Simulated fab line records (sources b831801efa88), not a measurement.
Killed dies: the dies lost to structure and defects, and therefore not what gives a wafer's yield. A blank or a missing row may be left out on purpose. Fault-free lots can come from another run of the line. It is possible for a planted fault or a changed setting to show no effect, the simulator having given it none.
Which tool was responsible? | flow sky130 | Sampling: 11 lots, 33 wafers, 2 of 708 route steps

WHAT EACH GAUGE READ, for each wafer
SKY_SONOS_ONO_CD_MEAS_13 targets a cd of 410 nm.
lot  | measured     | on       | cdNm (nm)
L906 | day 13 22:19 | cdSem-02 | 408.6 407.2 408.2
L910 | day 15 07:03 | cdSem-02 | 405.9 409.2 406.5
L912 | day 15 17:28 | cdSem-02 | 414.7 413.2 413.4
L914 | day 15 23:13 | cdSem-02 | 413.2 413.6 414.2
L916 | day 16 23:32 | cdSem-01 | 413.2 412.6 413.7
L917 | day 17 06:15 | cdSem-01 | 411.6 411.3 408.1
L919 | day 17 20:08 | cdSem-01 | 409.3 407.2 409.7
L921 | day 18 10:41 | cdSem-02 | 408.2 410.1 414.0
L923 | day 18 23:40 | cdSem-02 | 410.8 408.7 409.9
L925 | day 19 20:40 | cdSem-02 | 411.3 413.2 412.3
L926 | day 20 04:13 | cdSem-02 | 404.8 402.5 405.7

EACH LOT AND THE TOOL THAT RAN IT (in order: tool; ch and the chambers of the sampled wafers; start)
lot  | SKY_FIELD_ISO_ETCH_15
L906 | rieDiel-03 ch 2,3, day 2 15:54
L910 | rieDiel-02 ch 0,1,2, day 3 13:38
L912 | rieDiel-02 ch 0,2, day 3 21:22
L914 | rieDiel-01 ch 1,2, day 4 11:39
L916 | rieDiel-01 ch 0,1, day 4 21:57
L917 | rieDiel-02 ch 0,1,3, day 5 03:23
L919 | rieDiel-03 ch 0,1,3, day 5 10:53
L921 | rieDiel-01 ch 1,2,3, day 5 21:27
L923 | rieDiel-03 ch 0,1,3, day 6 06:48
L925 | rieDiel-03 ch 1,2, day 6 20:36
L926 | rieDiel-03 ch 0,2, day 6 22:48
- SKY_FIELD_ISO_ETCH_15: etches the open film in CHF3/O2, stops on Si, target depth 180 nm, time 72 s.

THE ANSWER, worked out from the rows above alone
Rule: what is usual is taken from the lots themselves. Put in order of their means at a reading, lots are off if they are a third of the lots or fewer, leave a main group of 4 or more, and stand apart from it by a gap of 3 or more times the standard deviation of the main group's means; of several such gaps the widest counts. If all means in a main group match to the digits the tables above print for the reading, that group is not used. A lot without any number at a reading at which 4 lots or more have one is off too. Where the step has rows for the other lots, those lots are counted as sound.
Nothing can be told from this: no lot is off at any reading shown.

WHAT THE SIMULATOR PUT IN
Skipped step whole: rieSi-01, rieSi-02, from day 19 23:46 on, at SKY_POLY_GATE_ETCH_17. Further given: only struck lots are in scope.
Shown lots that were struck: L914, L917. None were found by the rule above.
